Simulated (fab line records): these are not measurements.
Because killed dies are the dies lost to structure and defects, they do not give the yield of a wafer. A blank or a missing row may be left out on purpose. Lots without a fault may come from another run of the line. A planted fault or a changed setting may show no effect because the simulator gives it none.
8D (eight disciplines) problem report, filled in by code	flow sky130	the parts of the form that need people (team, actions taken, sign-off) are left out

## 1. WHAT WENT WRONG
At SKY_LOCAL_INTERCONNECT_STRIP_15, chamberPressureMTorr averages 1200.0 mTorr over 6 wafers from 2 lots, while fault-free wafers read 1500.2 mTorr, standard deviation 1.2. So: -99 or more standard deviations from the usual mean.
The step: strips in O2/N2.
Seen first at day 33 22:28 on plasmaAsher-02, wafer L714.2. The record has a number at this step for 36 wafers belonging to 12 lots. Rule for "out" (also "out of limits"): further than 4 standard deviations from the usual mean. The rest of the wafers with a number are treated as sound.

## 2. WHAT IT IS, WHAT IT ISN'T
question	is	is not
which readings at this step	chamberPressureMTorr, stripTimeToEndpointS	drypumpMotorCurrentA
which lots	L714, L715	L704, L705, L706, L707, L710, L720, L721, L722, L726, L727
which wafers of those lots	all that have a number	-
read on which tools	plasmaAsher-02	plasmaAsher-03, plasmaAsher-04
when	from day 33 22:28	up to then (15 sound wafers); but 15 sound wafers of L720, L721, L722, L726, L727 came after

## 3. THE SUSPECTS, EACH WITH WHAT RULES IT OUT
Counting: a tool at a process step up to the reading stays a suspect if it ran every lot that is out and no sound lot after the first of them.
- plasmaAsher-02 at SKY_LOCAL_INTERCONNECT_STRIP_15 (strips in O2/N2): kept. All lots that are out passed through it, beginning with L714 at day 33 22:28, and no sound lot followed; its final sound lot before that point was L710 at day 33 01:01. Its own chamberPressureMTorr, stripTimeToEndpointS readings are out on those wafers.
Remaining after the count: plasmaAsher-02 at SKY_LOCAL_INTERCONNECT_STRIP_15.

## 4. THE CAUSE (what the simulator had put in)
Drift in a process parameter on plasmaAsher-02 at SKY_LOCAL_INTERCONNECT_STRIP_15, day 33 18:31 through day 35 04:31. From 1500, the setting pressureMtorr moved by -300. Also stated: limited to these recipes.
This tool alone remained once counting was done.

## 5. THE CHAIN OF EFFECTS, in route order
Each row: a reading whose mean over the struck wafers that have a number lies more than 3 standard deviations from the usual. Only readings for which the record gives a usual standard deviation are gone through. hours: the time from each lot's start at the first step in this table that gives one to its start at this step, as a median over the lots. sigmas: the change in usual standard deviations.
hours	step	reading	usual	on struck wafers	change	sigmas
0	SKY_LOCAL_INTERCONNECT_STRIP_15	chamberPressureMTorr	1500.2 mTorr	1200.0	-300.2	-99 or more
0	SKY_LOCAL_INTERCONNECT_STRIP_15	stripTimeToEndpointS	4.718 s	5.053	+0.335	+18
It contains these process steps:
- SKY_LOCAL_INTERCONNECT_STRIP_15: strips in O2/N2.
Later steps that measure or inspect, where all struck wafers having a row at the step show a number for every such reading and not one has moved that far: SKY_CONTACT_RS_MEAS_25.

## 6. WHAT WOULD HAVE CAUGHT IT SOONER
In this record the first reading out of limits was taken at day 33 22:28, 4 hours after the fault began at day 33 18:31.
